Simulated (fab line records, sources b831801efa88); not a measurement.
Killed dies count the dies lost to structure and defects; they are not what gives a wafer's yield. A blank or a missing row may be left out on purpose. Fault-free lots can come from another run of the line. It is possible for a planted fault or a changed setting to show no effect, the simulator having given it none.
fab line records | flow gf180mcu
record: lots: 5 | wafers: 15 | last_day: 34
route steps=602 shown MVPSD@82 VT_IMPLANT@90
lots that met no fault: taken from a fault-free run of the same line
start_h: hours from the record's first day to the start of the lot's first wafer shown | wait_h: hours from the lot's prior step to this one | " identical to the entry in the row above | L1.1+2: a single row standing in for several wafers | - no value, or no start given | * or withheld: withheld | < > ~ a bound
route shown NAME@n: NAME is a module with steps in the file, n the number in the route of the first one | usual: mean/standard deviation of fault-free wafers | same: alike in all rows | chamber/n: place in a boat | sites: readings site by site | _std_site: the values' standard deviation | _edge_site: outer sites' mean less inner sites' | radius_mm: how far each site lies from the wafer's centre | mask NAME#n: copy n | behind: the most recent tool/chamber to have shaped the wafer | hold: why the lot went on hold/how many hours it stayed there/how the hold came to an end | device: which transistor (n, p or np) failed to switch | end of line: at the end of the route, the tests of the same wafers | a step without rows: its recipe alone | killed: at the first sort, the dies lost to defects and structure; wafer yield is something else | map: the dies of a wafer, with x for killed, . for not killed, _ for no die there
set.NAME: setting as actually run; set.NAME@STEP: the setting as run at that earlier step | model.NAME: the simulator's own value behind a step, which no gauge read
lots seen at some steps along the route; tables by step, rows by wafer
services: from which hour (start_h, from the record's first day; less than 0 if before it) a tool's chamber was out of use, for how many hours, and why
== steps ==
step: GF_MVPSD_EXPOSE_04
recipe: mask_id: MVPSD | target_cd_nm: 1000 | na: 0.6 | source_shape: conventional | sigma_outer: 0.6 | dose_mj: 260
step: GF_MVPSD_PEB_05
recipe: temp_c: 115 | time_s: withheld
step: GF_MVPSD_DEVELOP_06
recipe: wall_angle_deg: 90 | develop_time_s: 60 | dev_temp_c: 23
step: GF_MVPSD_OVL_MEAS_07
usual: MVPSD_OVL: -0.1/1.3
lot.wafer | tool       | chamber | start_h | wait_h | MVPSD_OVL[nm]
L165.1    | overlay-01 | -       | 99.85   | -      | 1.0
L165.3    | "          | -       | "       | "      | 1.8
L165.5    | "          | -       | "       | "      | 1.2
L171.2    | overlay-02 | -       | 140.46  | -      | -0.1
L171.4    | "          | -       | "       | "      | 0.5
L171.6    | "          | -       | "       | "      | 0.1
L181.3    | overlay-02 | -       | 199.69  | -      | -0.5
L181.5    | "          | -       | "       | "      | -1.8
L181.6    | "          | -       | "       | "      | -1.7
L184.1    | overlay-01 | -       | 216.13  | -      | -1.2
L184.5    | "          | -       | "       | "      | -1.1
L184.6    | "          | -       | "       | "      | -0.2
L187.1    | overlay-01 | -       | 232.35  | -      | -1.9
L187.2    | "          | -       | "       | "      | -0.6
L187.6    | "          | -       | "       | "      | -0.6
step: GF_MVPSD_IMPLANT_08
recipe: species: B | energy_kev: 170 | dose_cm2: 1.5e+13 | tilt_deg: 0
step: GF_MVPSD_IMPLANT_09
recipe: species: B | energy_kev: 40 | dose_cm2: 5e+12 | tilt_deg: 0
step: GF_MVPSD_STRIP_10
recipe: chemistry: O2/N2 | power_w: 1400 | pressure_mtorr: 1500 | platen_temp_c: 250 | o2_flow_sccm: 3000 | n2_flow_sccm: 300 | overash_fraction: 0.5
usual: drypump_motor_current_A: 5.8/0.51 | heater_power_w: 330/20 | oes_product_au: 0.723/0.0047 | strip_time_to_endpoint_s: 36.93/0.1
lot.wafer | tool            | chamber | start_h | wait_h | drypump_motor_current_A | heater_power_w | oes_product_au | rf_hours_counter_h | strip_time_to_endpoint_s
L165.1    | plasma_asher-03 | 0       | 100.18  | 0.1    | 5.8                     | 310            | 0.734          | 30                 | 36.74
L165.3    | "               | 1       | "       | "      | 6.8                     | 349            | 0.722          | -                  | 36.86
L165.5    | "               | 0       | "       | "      | 5.8                     | 312            | 0.731          | -                  | 36.99
L171.2    | plasma_asher-01 | 1       | 140.79  | 0.1    | 5.3                     | 345            | 0.717          | 50                 | 36.93
L171.4    | "               | 0       | "       | "      | 5.7                     | 318            | 0.712          | -                  | 36.82
L171.6    | "               | 1       | "       | "      | 5.3                     | 359            | 0.720          | -                  | 36.83
L181.3    | plasma_asher-01 | 1       | 200.05  | 0.1    | 5.3                     | 343            | 0.717          | -                  | 36.87
L181.5    | "               | 0       | "       | "      | 5.7                     | 326            | 0.722          | -                  | 36.91
L181.6    | "               | 1       | "       | "      | 5.3                     | 354            | 0.724          | -                  | 37.01
L184.1    | plasma_asher-03 | 1       | 216.46  | 0.1    | 6.8                     | 353            | 0.731          | 42                 | 37.22
L184.5    | "               | 0       | "       | "      | 5.8                     | 316            | 0.723          | -                  | 37.16
L184.6    | "               | 1       | "       | "      | 6.8                     | 355            | 0.726          | -                  | 37.13
L187.1    | plasma_asher-03 | 1       | 232.69  | 0.1    | 6.8                     | 352            | 0.716          | 44                 | 36.96
L187.2    | "               | 0       | "       | "      | 5.8                     | 309            | 0.715          | 44                 | 36.93
L187.6    | "               | 1       | "       | "      | 6.8                     | 340            | 0.729          | -                  | 36.90
step: GF_MVPSD_TW_MEAS_11
usual: MVPSD_TW: 552/5.2
lot.wafer | tool          | chamber | start_h | wait_h | MVPSD_TW
L165.1    | film_metro-03 | -       | 100.28  | 0.1    | 557
L165.3    | "             | -       | "       | "      | 561
L165.5    | "             | -       | "       | "      | 560
L171.2    | film_metro-01 | -       | 140.90  | 0.1    | 552
L171.4    | "             | -       | "       | "      | 553
L171.6    | "             | -       | "       | "      | 553
L181.3    | film_metro-02 | -       | 200.14  | 0.1    | 544
L181.5    | "             | -       | "       | "      | 549
L181.6    | "             | -       | "       | "      | 543
L184.1    | film_metro-01 | -       | 216.56  | 0.1    | 552
L184.5    | "             | -       | "       | "      | 549
L184.6    | "             | -       | "       | "      | 552
L187.1    | film_metro-03 | -       | 232.79  | 0.1    | 551
L187.2    | "             | -       | "       | "      | 554
L187.6    | "             | -       | "       | "      | 552
step: GF_VT_IMPLANT_DEHYDRATE_00
recipe: temp_c: 200 | time_s: 60
step: GF_VT_IMPLANT_HMDS_01
recipe: prime_time_s: 60 | prime_temp_c: 120
step: GF_VT_IMPLANT_COAT_02
recipe: resist: NOVOLAK | spin_rpm: 3000 | resist_thk_nm: 1000
step: GF_VT_IMPLANT_SOFTBAKE_03
recipe: temp_c: 90 | time_s: 60 | resist: NOVOLAK
step: GF_VT_IMPLANT_EXPOSE_04
recipe: mask_id: LVPWELL_LV_AREA | target_cd_nm: 600 | na: 0.6 | source_shape: conventional | sigma_outer: 0.6 | dose_mj: 140
usual: exposure_dose_mJ_cm2: 139.99/0.13 | reticle_temp_C: 23.00/0.11 | stage_vel_mm_s: 500.01/0.26
lot.wafer | tool             | chamber | start_h | wait_h | mask              | exposure_dose_mJ_cm2 | reticle_temp_C | stage_vel_mm_s
L165.1    | iline_stepper-02 | 0       | 107.22  | -      | LVPWELL_LV_AREA#0 | 140.00               | 22.98          | 499.52
L165.3    | "                | 0       | "       | "      | LVPWELL_LV_AREA#0 | 139.85               | 22.90          | 499.88
L165.5    | "                | 0       | "       | "      | LVPWELL_LV_AREA#0 | 139.73               | 22.92          | 499.61
L171.2    | iline_stepper-02 | 0       | 148.61  | -      | LVPWELL_LV_AREA#0 | 140.06               | 22.99          | 500.04
L171.4    | "                | 0       | "       | "      | LVPWELL_LV_AREA#0 | 139.95               | 22.93          | 500.28
L171.6    | "                | 0       | "       | "      | LVPWELL_LV_AREA#0 | 140.09               | 22.91          | 499.85
L181.3    | iline_stepper-02 | 0       | 209.71  | -      | MVSD#0            | 139.95               | 22.77          | 500.06
L181.5    | "                | 0       | "       | "      | MVSD#0            | 139.88               | 22.88          | 499.92
L181.6    | "                | 0       | "       | "      | MVSD#0            | 139.90               | 22.86          | 499.66
L184.1    | iline_stepper-01 | 0       | 226.27  | -      | LVPWELL_LV_AREA#0 | 139.89               | 23.03          | 499.95
L184.5    | "                | 0       | "       | "      | LVPWELL_LV_AREA#0 | 140.00               | 23.24          | 499.98
L184.6    | "                | 0       | "       | "      | LVPWELL_LV_AREA#0 | 140.15               | 23.12          | 499.90
L187.1    | iline_stepper-01 | 0       | 241.83  | -      | LVPWELL_LV_AREA#0 | 139.93               | 23.05          | 500.21
L187.2    | "                | 0       | "       | "      | LVPWELL_LV_AREA#0 | 139.99               | 23.18          | 499.91
L187.6    | "                | 0       | "       | "      | LVPWELL_LV_AREA#0 | 140.09               | 23.04          | 499.86
step: GF_VT_IMPLANT_PEB_05
recipe: temp_c: withheld | time_s: * | resist: NOVOLAK
step: GF_VT_IMPLANT_DEVELOP_06
recipe: develop_time_s: 60 | dev_temp_c: 23
step: GF_VT_IMPLANT_OVL_MEAS_07
usual: VT_IMPLANT_OVL: -0.9/1.5
lot.wafer | tool       | chamber | start_h | wait_h | VT_IMPLANT_OVL[nm]
L165.1    | overlay-02 | -       | 113.65  | 0.1    | -1.1
L165.3    | "          | -       | "       | "      | -3.5
L165.5    | "          | -       | "       | "      | -1.5
L171.2    | overlay-01 | -       | 156.29  | 0.1    | -1.2
L171.4    | "          | -       | "       | "      | 0.1
L171.6    | "          | -       | "       | "      | 1.7
L181.3    | overlay-01 | -       | 218.01  | 0.1    | -
L181.5    | "          | -       | "       | "      | -
L181.6    | "          | -       | "       | "      | -
L184.1    | overlay-02 | -       | 234.63  | 0.1    | 0.5
L184.5    | "          | -       | "       | "      | 0.9
L184.6    | "          | -       | "       | "      | -1.6
L187.1    | overlay-02 | -       | 250.94  | 0.1    | 1.1
L187.2    | "          | -       | "       | "      | -1.4
L187.6    | "          | -       | "       | "      | -1.4
step: GF_VT_IMPLANT_IMPLANT_08
recipe: species: BF2 | energy_kev: 20 | dose_cm2: 8.73e+12 | tilt_deg: 7
step: GF_VT_IMPLANT_STRIP_09
recipe: chemistry: O2/N2 | power_w: 1400 | pressure_mtorr: 1500 | platen_temp_c: 250 | o2_flow_sccm: 3000 | n2_flow_sccm: 300 | overash_fraction: 0.5
usual: drypump_motor_current_A: 5.7/0.38 | heater_power_w: 320/17 | oes_product_au: 0.717/0.0045 | strip_time_to_endpoint_s: 12.64/0.034
lot.wafer | tool            | chamber | start_h | wait_h | drypump_motor_current_A | heater_power_w | oes_product_au | rf_hours_counter_h | strip_time_to_endpoint_s
L165.1    | plasma_asher-01 | 0       | 113.83  | 0.1    | 5.7                     | 322            | 0.720          | 47                 | 12.71
L165.3    | "               | 1       | "       | "      | 5.3                     | 345            | 0.709          | -                  | 12.68
L165.5    | "               | 1       | "       | "      | 5.3                     | 346            | 0.713          | -                  | 12.66
L171.2    | plasma_asher-04 | 0       | 156.47  | 0.1    | 5.5                     | 315            | 0.722          | 4                  | 12.63
L171.4    | "               | 1       | "       | "      | 5.5                     | 320            | 0.717          | -                  | 12.64
L171.6    | "               | 0       | "       | "      | 5.5                     | 309            | 0.716          | -                  | 12.64
L181.3    | plasma_asher-01 | 1       | 218.21  | 0.1    | 5.3                     | 345            | 0.713          | -                  | 12.61
L181.5    | "               | 0       | "       | "      | 5.8                     | 327            | 0.719          | -                  | 12.65
L181.6    | "               | 1       | "       | "      | 5.3                     | 354            | 0.714          | -                  | 12.64
L184.1    | plasma_asher-01 | 1       | 234.81  | 0.1    | 5.3                     | 359            | 0.715          | 61                 | 12.61
L184.5    | "               | 1       | "       | "      | 5.3                     | 360            | 0.720          | -                  | 12.68
L184.6    | "               | 0       | "       | "      | 5.8                     | 325            | 0.719          | -                  | 12.66
L187.1    | plasma_asher-01 | 0       | 251.13  | 0.1    | 5.7                     | 319            | 0.723          | 63                 | 12.65
L187.2    | "               | 1       | "       | "      | 5.3                     | 356            | 0.712          | 63                 | 12.69
L187.6    | "               | 0       | "       | "      | 5.8                     | 320            | 0.720          | -                  | 12.71
step: GF_VT_IMPLANT_TW_MEAS_10
usual: VT_IMPLANT_TW: 573/3.9
lot.wafer | tool          | chamber | start_h | wait_h | VT_IMPLANT_TW
L165.1    | film_metro-04 | -       | 113.93  | 0.1    | 572
L165.3    | "             | -       | "       | "      | 569
L165.5    | "             | -       | "       | "      | 575
L171.2    | film_metro-04 | -       | 156.58  | 0.1    | 574
L171.4    | "             | -       | "       | "      | 577
L171.6    | "             | -       | "       | "      | 576
L181.3    | film_metro-03 | -       | 218.30  | 0.1    | 30
L181.5    | "             | -       | "       | "      | 30
L181.6    | "             | -       | "       | "      | 30
L184.1    | film_metro-03 | -       | 234.91  | 0.1    | 574
L184.5    | "             | -       | "       | "      | 572
L184.6    | "             | -       | "       | "      | 573
L187.1    | film_metro-03 | -       | 251.23  | 0.1    | 572
L187.2    | "             | -       | "       | "      | 574
L187.6    | "             | -       | "       | "      | 574
step: GF_VT_IMPLANT_DEHYDRATE_11
recipe: temp_c: 200 | time_s: 60
== services ==
tool             | chamber | start_h | hours | kind
iline_stepper-01 | -       | 89.83   | 1.7   | pm
plasma_asher-03  | -       | 98.06   | 2.1   | repair
iline_stepper-01 | 0       | 103.19  | -     | calibration
plasma_asher-04  | -       | 108.75  | 9.0   | pm
plasma_asher-04  | 0       | 108.75  | 9.0   | vent_cycle
plasma_asher-04  | 1       | 108.75  | 9.0   | vent_cycle
plasma_asher-04  | 0       | 117.75  | -     | clean
plasma_asher-04  | 1       | 117.75  | -     | clean
iline_stepper-02 | 0       | 124.83  | -     | calibration
iline_stepper-01 | -       | 151.23  | 6.1   | repair
plasma_asher-04  | -       | 212.70  | 17.5  | pm
plasma_asher-04  | -       | 244.05  | 1.3   | repair
== key ==
first_sign: step: GF_VT_IMPLANT_EXPOSE_04 | reading: mask | direction: changed
effect: step: GF_VT_IMPLANT_OVL_MEAS_07 | reading: VT_IMPLANT_OVL | direction: missing
effect: step: GF_VT_IMPLANT_TW_MEAS_10 | reading: VT_IMPLANT_TW | direction: down | sigmas: 99+ | usual: 573 | struck: 30
met_at GF_VT_IMPLANT_EXPOSE_04
struck_wafers L181.3,L181.5,L181.6
later_rows_left_out L181.3,L181.5,L181.6
sort_left_out L181.3,L181.5,L181.6
tester_left_out L181
onset_between 148.61 209.71
fault: kind: wrong_mask | tool: any | chamber: - | onset_h: 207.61 | steps: GF_VT_IMPLANT_EXPOSE_04 | aux_copy: MVSD#0 | scope: struck_lots_only
tester_left_out: of these lots the tester's yield and bins aren't shown, on N5 and GAA mostly nor the transistor test; their killed dies are dies lost to structure and defects alone, not to doping, threshold or leakage, so they don't give the yield
sort_left_out: the simulated sort isn't trusted on such a fault, so these wafers' sort isn't shown, and their yield isn't known
later_rows_left_out: the simulator's readings of these wafers behind a module that went badly wrong aren't trusted and aren't shown, but for the sort
